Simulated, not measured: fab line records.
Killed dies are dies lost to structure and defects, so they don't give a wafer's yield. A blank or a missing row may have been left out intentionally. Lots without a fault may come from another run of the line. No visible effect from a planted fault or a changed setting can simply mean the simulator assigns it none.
Matching of chambers | flow gf180mcu | GF_V1_CMP_04 on cmp-02 has 4 sister chambers
The step polishes SiO2. 4 wafers are shown with their chamber, then 7 later ones without.

WAFERS PAIRED WITH THEIR CHAMBERS
wafer  | chamber | motor current A (A)
L747.2 | 1       | 11.1
L758.5 | 2       | 12.5
L759.1 | 3       | 10.7
L759.2 | 0       | 14.6

WAFERS WITH NO CHAMBER GIVEN
wafer  | motor current A (A)
L759.6 | 10.4
L761.2 | 11.2
L761.3 | 13.2
L761.4 | 12.6
L762.1 | 10.3
L762.5 | 11.2
L762.6 | 12.9

CHAMBER TAKEN BY EACH
wafer  | from the rows above     | in truth
L759.6 | can't be placed: 3 or 1 | 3
L761.2 | can't be placed: 1 or 3 | 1
L761.3 | can't be placed: 2 or 0 | 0
L761.4 | 2                       | 2
L762.1 | can't be placed: 3 or 1 | 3
L762.5 | can't be placed: 1 or 3 | 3
L762.6 | 2                       | 2
2 of 7 placed correctly. From these rows, 5 cannot be placed; in 5 the true chamber is one of the candidates. Number placed wrongly: 0.
How it was worked out, from the rows above alone: a wafer's distance from a chamber is the root of the sum, over the readings, of the square of ((its reading less the chamber's mean) divided by the reading's scatter). The wafer belongs to the nearest chamber; if the next one is less than 2 further off, it can't be placed. For every chamber, the mean is computed from those of its wafers that are shown. The scatter: with one shown wafer a chamber, the root of the mean of the squares of how far each hidden wafer lies from its nearest shown one.
